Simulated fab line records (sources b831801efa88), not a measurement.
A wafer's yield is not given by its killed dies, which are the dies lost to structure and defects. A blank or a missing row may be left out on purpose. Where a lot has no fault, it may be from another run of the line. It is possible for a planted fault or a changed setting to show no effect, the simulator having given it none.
Struck lot and sound lot, side by side    flow gf180mcu    14 out of 602 route steps
Sound: the wafers L799.1, L799.4, L799.5. Wafers struck: L798.1, L798.4, L798.6. The cause is given at the end.
Order at every step that has rows: each side's tool, ch and its chambers, its first start. Under that, the readings that differ: sound wafers    struck wafers    difference of the means    sigmas: that difference in standard deviations of wafers without a fault.
alike: readings with means less than 2 such deviations apart, plus words and numbers identical on both sides. not compared: withheld readings, readings lacking a value on some wafer, bounds such as >300 that could conceal the same value, and numbers that have no deviation in the record and whose values overlap.
A row with sigmas, a row that says differs or no value, or rows on one side alone: a step with any of these is where the two part. Numbers that don't overlap but have no deviation are shown without sigmas and don't part them. Lack of a reading on every wafer of one side parts them only where that side has two or more wafers.

first, 4 steps without rows for these wafers: GF_V4_SOFTBAKE_10 (time 60 s); GF_V4_EXPOSE_11 (exposes mask Via4, target cd 260 nm); GF_V4_PEB_12 (peb time 90 s); GF_V4_DEVELOP_13 (develop time 60 s).
GF_V4_CD_MEAS_14: target cd 260 nm.
  sound: cd-sem-02 at day 30 15:28; struck: cd-sem-01 at day 30 07:42
reading     sound              struck             difference  sigmas
cd-nm (nm)  258.0 257.2 257.9  259.8 259.3 261.6  +2.5        +2
GF_V4_OVL_MEAS_15:
  sound: overlay-02 at day 30 15:35; struck: overlay-01 at day 30 07:49
  alike: V4_OVL
GF_V4_ETCH_16: etches BARC in N2/H2.
  sound on rie-diel-03 ch 0,1,3, day 30 15:37; struck on rie-diel-04 ch 0,1,3, day 30 07:51
  alike: drypump-motor-current-A, oes-product-au, throttle-valve-pct
GF_V4_ETCH_17: etches SiO2 in C4F8/O2/Ar, stops on TiN, target depth 630 nm.
  sound: rie-diel-03 ch 0,1,3; struck: rie-diel-04 ch 0,1,3
  alike: oes-product-au
GF_V4_STRIP_18: strips in O2/N2.
  sound on plasma-asher-02 ch 0,1, day 30 15:44; struck on plasma-asher-02 ch 0, day 30 07:59
  alike: drypump-motor-current-A, heater-power-w, oes-product-au
  not compared: rf-hours-counter-h
then, 2 steps without rows for these wafers: GF_V4_STRIP_19 (strips in post etch residue remover, time 1200 s); GF_V4_CLEAN_20 (cleans in DIW).
GF_V4_SPUTTER_21: material Ti, target thk 15 nm, time 80.02 s.
  sound: pvd-sputter-01 at day 30 16:19; struck: pvd-sputter-04 at day 30 08:31
  alike: cathode-dc-power-W, chamber-pressure-pa, substrate-temp-c, throttle-valve-pct
GF_V4_SPUTTER_22: material TiN, target thk 10 nm, time 40 s.
  sound: pvd-sputter-01 at day 30 16:22; struck: pvd-sputter-04 at day 30 08:35
  no value came back on the struck wafers for cathode-dc-power-W (W), chamber-pressure-pa (Pa), throttle-valve-pct (%); on the sound wafers cathode-dc-power-W (W) reads 4000.7 3998.8 4001.7
GF_V4_CVD_23: deposits W, target thk 350 nm, time 104.9 s.
  sound on cvd-w-02 ch 0, day 30 16:25; struck on cvd-w-02 ch 0,1, day 30 08:37
  alike: heater-power-w

## WHERE THEY PART
Last at GF_V4_SPUTTER_22 as far as this record goes, first at GF_V4_CD_MEAS_14. Later steps at which nothing parts them and some readings are alike: GF_V4_CVD_23.

WHY: what the simulator had put in
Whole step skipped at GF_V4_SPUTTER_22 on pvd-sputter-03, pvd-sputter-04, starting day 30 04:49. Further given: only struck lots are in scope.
